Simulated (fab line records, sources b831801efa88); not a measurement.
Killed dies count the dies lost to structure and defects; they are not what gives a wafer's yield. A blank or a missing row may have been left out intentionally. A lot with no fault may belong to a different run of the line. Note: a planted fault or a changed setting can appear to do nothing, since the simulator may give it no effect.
Struck lot and sound lot, side by side | flow sky130 | 36 steps out of a route of 708
Sound: the wafers L599.2, L599.3, L599.5. Wafers struck: L609.3, L609.5, L609.6. The cause is given at the end.
For every step that has rows: the tool of each side, followed by ch and its chambers, followed by its first start. Under that, the readings that differ: sound wafers | struck wafers | difference of the means | sigmas: that difference in standard deviations of wafers without a fault.
alike: readings whose means differ by less than 2 such deviations, and words and numbers that are the same on both sides. not compared: withheld readings, readings that some wafer has no value for, bounds like >300 that may hide the same value, and numbers for which the record gives no deviation and whose values overlap.
A row with sigmas, a row that says differs or no value, or rows on one side alone: a step with any of these is where the two part. Non-overlapping numbers with no deviation appear without sigmas and do not part them. Lack of a reading on every wafer of one side parts them only where that side has two or more wafers.

first, 10 steps without rows for these wafers: SKY_POLY_CUT_ETCH_10 (etches BARC in N2/H2, stops on SiO2, time 45.9 s, target depth 60 nm); SKY_POLY_CUT_ETCH_11 (etches Si3N4 in CF4/CH2F2/Ar, stops on poly-Si, time 42.5 s, target depth 60 nm); SKY_POLY_CUT_STRIP_12 (strips in O2/N2); SKY_SD_P_DEHYDRATE_00 (time 60 s); SKY_SD_P_HMDS_01 (prime time 60 s); SKY_SD_P_COAT_02 (resist thk 1140 nm); SKY_SD_P_SOFTBAKE_03 (time 60 s); SKY_SD_P_EXPOSE_04 (exposes mask PSDM, target cd 380 nm); SKY_SD_P_PEB_05; SKY_SD_P_DEVELOP_06 (develop time 60 s).
SKY_SD_P_IMPLANT_09:
  sound on implanter-02 ch 0, day 27 10:51; struck on implanter-01 ch 0, day 29 22:05
  alike: end-station-pressure-torr
SKY_SD_P_STRIP_10: strips in O2/N2.
  sound on plasma-asher-02 ch 0,1, day 27 10:58; struck on plasma-asher-02 ch 0,1, day 29 22:13
  reading                      | sound             | struck            | difference | sigmas
  oes-product-au (a.u.)        | 0.617 0.610 0.621 | 0.587 0.585 0.596 | -0.027     | -5
  strip-time-to-endpoint-s (s) | 17.45 17.50 17.47 | 18.92 18.95 18.96 | +1.47      | +37
  alike: drypump-motor-current-A
  not compared: rf-hours-counter-h
SKY_SD_P_TW_MEAS_11:
  sound on film-metro-02, day 27 11:05; struck on film-metro-04, day 29 22:32
  reading | sound          | struck         | difference | sigmas
  SD_P_TW | 2840 2837 2825 | 3086 3090 3096 | +257       | +10
then, 21 steps without rows for these wafers: SKY_RES_XHIGH_DEHYDRATE_00 (time 60 s); SKY_RES_XHIGH_HMDS_01 (prime time 60 s); SKY_RES_XHIGH_COAT_02 (resist thk 1140 nm); SKY_RES_XHIGH_SOFTBAKE_03 (time 60 s); SKY_RES_XHIGH_EXPOSE_04 (exposes mask URPM, target cd 1270 nm); SKY_RES_XHIGH_PEB_05; SKY_RES_XHIGH_DEVELOP_06 (develop time 60 s); SKY_RES_XHIGH_IMPLANT_07; SKY_RES_XHIGH_STRIP_08 (strips in O2/N2); SKY_SD_N_DEHYDRATE_00 (time 60 s); SKY_SD_N_HMDS_01 (prime time 60 s); SKY_SD_N_COAT_02 (resist thk 1140 nm); SKY_SD_N_SOFTBAKE_03 (time 60 s); SKY_SD_N_EXPOSE_04 (exposes mask NSDM, target cd 380 nm); SKY_SD_N_PEB_05; SKY_SD_N_DEVELOP_06 (develop time 60 s); SKY_SD_N_IMPLANT_09; SKY_SD_N_IMPLANT_10; SKY_SD_N_STRIP_11 (strips in O2/N2); SKY_SD_N_CLEAN_13 (cleans in SC1/SC2, time 150 s); SKY_SD_N_RTA_14 (time 2 s).
-- the record jumps here: 2 days lie between the struck wafers' starts before and after --
SKY_SD_N_RS_MEAS_17: measurement is done with a four-point probe.
  sound on film-metro-01, day 29 19:26; struck on film-metro-04, day 32 06:59
  reading          | sound             | struck            | difference | sigmas
  SD_P_RS (ohm/sq) | 148.1 147.8 147.2 | 138.9 139.1 138.8 | -8.8       | -25
-- record jumps: 17 days separate the struck wafers' starts on either side; left off in module SD_N, taken up again in module PAD_OPEN, whose first shown step is the route's number 708 --
SKY_PAD_OPEN_PROBE_99:
  sound on prober-01, day 47 03:21; struck on prober-01, day 48 19:41
  reading                                | sound             | struck            | difference | sigmas
  model.etest.res-high-po.line-ohm-um    | 728.6 758.2 753.1 | 527.4 537.3 534.9 | -213.4     |
  model.etest.res-pdiff.line-ohm-um      | 1435 1423 1431    | 1134 1136 1137    | -294       |
  model.etest.licon-high-po.rc-ohm       | 343 366.9 353.5   | 194.9 194.8 196.9 | -158.9     |
  model.etest.pfet-g5v0d10v5.r-on-ohm-um | 4788 4838 4819    | 4682 4675 4698    | -130       |
  model.etest.licon-pdiff.rc-ohm         | 595.5 584.9 579.9 | 469.9 486 467.4   | -112.3     |
  model.etest.res-high-po.rs-ohm-sq      | 252.9 267.4 263.5 | 181.1 187 184.4   | -77.1      |
  model.etest.res-pdiff-hv.rs-ohm-sq     | 194.1 195.4 195.7 | 160.7 160.2 160.1 | -34.7      |
  alike: killed_at_M0_to_M3, killed_at_M4_up, killed-at-contacts, killed-at-front-end, killed-at-other, killed-dies, killed-open, killed-short
  not compared: model.etest.pfet_01v8.r-on-ohm-um

## WHERE THEY PART
At SKY_SD_P_STRIP_10 first; at SKY_SD_N_RS_MEAS_17 last (within this record only). Later steps at which nothing parts them and some readings are alike: SKY_PAD_OPEN_PROBE_99.

WHY: the cause the simulator had injected
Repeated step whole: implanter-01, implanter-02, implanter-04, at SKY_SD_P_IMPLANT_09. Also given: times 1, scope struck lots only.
